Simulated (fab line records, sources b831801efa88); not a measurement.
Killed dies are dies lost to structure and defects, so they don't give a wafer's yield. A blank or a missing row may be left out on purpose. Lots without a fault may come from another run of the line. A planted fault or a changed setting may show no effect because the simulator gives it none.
Problem report in the 8D (eight disciplines) form, filled by code | flow sky130 | the parts of the form that need people (team, actions taken, sign-off) are left out

1. THE PROBLEM
killed_at_M0_to_M3 at SKY_PAD_OPEN_PROBE_99 reads a mean of 163 on 6 wafers of 2 lots; wafers without a fault read 43 with a standard deviation of 6.3. That is +19 standard deviations from the usual mean.
First seen on wafer L714.3, day 50 16:47, on prober-01. The record holds 18 wafers of 6 lots with a number at this step. Rule for "out", or "out of limits": more than 4 standard deviations from the usual mean. The other wafers with a number count as sound.

2. WHAT IT IS AND WHAT IT IS NOT
question                    | is                                                                                                                     | is not
which readings at this step | killed_at_M0_to_M3, defect_limited_yield, killed_dies, killed_on_rim, sort_bin_5_function, sort_n_pass, sort_yield_pct | killed_at_M4_up, killed_at_front_end, killed_at_other, killed_short
which lots                  | L714, L715                                                                                                             | L694, L701, L704, L706
which wafers of those lots  | all that have a number                                                                                                 | -
read on which tools         | prober-01                                                                                                              | prober-02
when                        | from day 50 16:47                                                                                                      | up to then (12 sound wafers)

3. SUSPECTS, AND WHAT RULES EACH OUT
Counting: a tool at a process step up to the reading stays a suspect if it ran every lot that is out and no sound lot after the first of them.
- cmp-02 at SKY_VIA1_CMP_02 (polishes SiO2): kept. It ran every lot that is out, first L714 (day 39 15:11), and no sound lot after that; its last sound lot up to then is L706 (day 37 07:43).
- prober-01 at SKY_PAD_OPEN_PROBE_99: kept. It ran every lot that is out, first L714 (day 50 16:47), and no sound lot after that; its last sound lot up to then is L706 (day 49 05:04). Its own readings are out on those wafers: defect_limited_yield, killed_at_M0_to_M3, killed_dies, killed_on_rim, sort_bin_5_function, sort_n_pass, sort_yield_pct.
Left after counting: cmp-02 at SKY_VIA1_CMP_02, prober-01 at SKY_PAD_OPEN_PROBE_99.

4. THE CAUSE (what the simulator had put in)
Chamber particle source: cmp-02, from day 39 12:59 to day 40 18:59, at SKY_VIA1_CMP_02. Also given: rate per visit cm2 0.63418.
Counting left 2 suspects, and this tool is among them.

5. THE CHAIN OF EFFECTS, in route order
Each row: a reading whose mean over the struck wafers that have a number lies more than 3 standard deviations from the usual. Only readings for which the record gives a usual standard deviation are gone through. hours: the time from each lot's start at the first step in this table that gives one to its start at this step, as a median over the lots. sigmas: the change in usual standard deviations.
hours | step                  | reading              | usual  | on struck wafers | change | sigmas
0     | SKY_PAD_OPEN_PROBE_99 | defect_limited_yield | 82.2 % | 58.2             | -24.0  | -13
0     | SKY_PAD_OPEN_PROBE_99 | killed_at_M0_to_M3   | 43     | 163              | +120   | +19
0     | SKY_PAD_OPEN_PROBE_99 | killed_dies          | 87     | 206              | +119   | +13
0     | SKY_PAD_OPEN_PROBE_99 | killed_on_rim        | 17     | 39               | +22    | +5.6
0     | SKY_PAD_OPEN_PROBE_99 | sort_bin_3_pad_short | 0.9 %  | 3.5              | +2.6   | +5.7
0     | SKY_PAD_OPEN_PROBE_99 | sort_bin_5_function  | 10.6 % | 26.0             | +15.4  | +10
0     | SKY_PAD_OPEN_PROBE_99 | sort_bin_6_memory    | 6.3 %  | 12.4             | +6.1   | +5.1
0     | SKY_PAD_OPEN_PROBE_99 | sort_n_pass          | 405    | 286              | -119   | -13
0     | SKY_PAD_OPEN_PROBE_99 | sort_yield_pct       | 82.2 % | 58.2             | -24.0  | -13
The process steps in it:
- SKY_PAD_OPEN_PROBE_99

6. WHAT WOULD HAVE CAUGHT IT SOONER
In this record the first reading out of limits was taken at day 50 16:47, 268 hours after the fault began at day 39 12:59.
Of the tool readings at SKY_VIA1_CMP_02 for which the record gives a usual standard deviation, none was out on any struck wafer, so an alarm limit of 4 standard deviations on them would not have fired.
All the lots that are out (2) had begun SKY_VIA1_CMP_02 on cmp-02 by day 50 16:47. A hold on the tool at that time would have spared none of them.
